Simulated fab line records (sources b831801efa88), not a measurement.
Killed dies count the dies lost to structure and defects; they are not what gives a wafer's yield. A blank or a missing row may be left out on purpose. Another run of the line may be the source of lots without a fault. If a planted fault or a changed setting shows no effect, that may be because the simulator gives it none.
2 desks looking at one fault || flow gf180mcu || every desk sees just its own numbers, and what lay behind them comes last

## THE METROLOGY DESK
Lot by lot, what the gauges showed, no matter which tool ran the lot: averages of those sampled wafers that carry a number. A lot is out of limits, marked OUT, if its mean lies more than 4 standard deviations from the usual mean; the brackets give that distance.
Columns: A = V1_CVD_00_THK at GF_V1_THK_MEAS_01, usual 600 nm; B = V1_CVD_02_THK at GF_V1_THK_MEAS_03, usual 845 nm
{"lot": "L697", "first seen here": "day 16 21:52", "A": 608, "B": 850}
{"lot": "L699", "first seen here": "day 17 20:43", "A": 609, "B": 845}
{"lot": "L700", "first seen here": "day 18 01:55", "A": 597, "B": 833}
{"lot": "L701", "first seen here": "day 18 07:11", "A": 602, "B": 835}
{"lot": "L703", "first seen here": "day 19 05:58", "A": 599, "B": 840}
{"lot": "L704", "first seen here": "day 19 14:52", "A": 600, "B": 839}
{"lot": "L707", "first seen here": "day 20 23:21", "A": 586, "B": 849}
{"lot": "L708", "first seen here": "day 21 08:55", "A": 604, "B": 852}
{"lot": "L709", "first seen here": "day 21 13:19", "A": 594, "B": 847}
{"lot": "L714", "first seen here": "day 23 12:32", "A": 604, "B": 856}
{"lot": "L715", "first seen here": "day 24 01:31", "A": 594, "B": 841}
{"lot": "L716", "first seen here": "day 24 05:08", "A": 599, "B": 851}
{"lot": "L718", "first seen here": "day 24 19:59", "A": 596, "B": 844}
{"lot": "L719", "first seen here": "day 24 20:47", "A": 604, "B": 852}
Finding of this desk: none of the 14 lots has anything out of limits.

## AT THE TOOL OWNER'S DESK: litho track-03
Per lot that ran on this tool, the mean of the sampled wafers carrying a number, from the tool's own readings at GF_V1_SOFTBAKE_10 (time 60 s). A lot is out of limits, marked OUT, if its mean lies more than 4 standard deviations from the usual mean; the brackets give that distance.
Columns: A = heater power total W at GF_V1_SOFTBAKE_10, usual 93.04 W; B = run length s at GF_V1_SOFTBAKE_10, usual 89.15 s
{"lot": "L701", "first seen here": "day 18 19:00", "A": 93.03, "B": 89.12}
{"lot": "L707", "first seen here": "day 21 11:00", "A": 93.02, "B": 89.16}
{"lot": "L709", "first seen here": "day 22 01:00", "A": 93.07, "B": 89.26}
{"lot": "L714", "first seen here": "day 24 00:00", "A": "94.15 (+20) OUT", "B": "86.85 (-14) OUT"}
{"lot": "L715", "first seen here": "day 24 13:00", "A": "93.46 (+7.7) OUT", "B": "88.33 (-4.8) OUT"}
Finding of this desk: L714, L715 out of limits; the first was L714 at day 24 00:00, on heater power total W at GF_V1_SOFTBAKE_10. In limits: L701, L707, L709.

## BROUGHT TOGETHER
On L714, L715, at day 24 00:00, an alarm was possible from the tool owner's desk.
From the metrology desk's view, nothing was out of limits.
The metrology desk holds a record of L714, L715, inside its limits.
Of the lots named, all ran GF_V1_SOFTBAKE_10 on litho track-03.

## WHAT HAD BEEN PUT IN BY THE SIMULATOR
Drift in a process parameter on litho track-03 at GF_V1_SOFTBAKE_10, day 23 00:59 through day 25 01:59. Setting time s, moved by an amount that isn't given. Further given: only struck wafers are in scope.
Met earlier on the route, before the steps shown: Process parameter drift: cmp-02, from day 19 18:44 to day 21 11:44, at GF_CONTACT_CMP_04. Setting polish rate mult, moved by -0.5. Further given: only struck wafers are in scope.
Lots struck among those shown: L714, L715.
Hours from the fault's start to each desk's first reading out of limits: the tool owner's desk, 23.
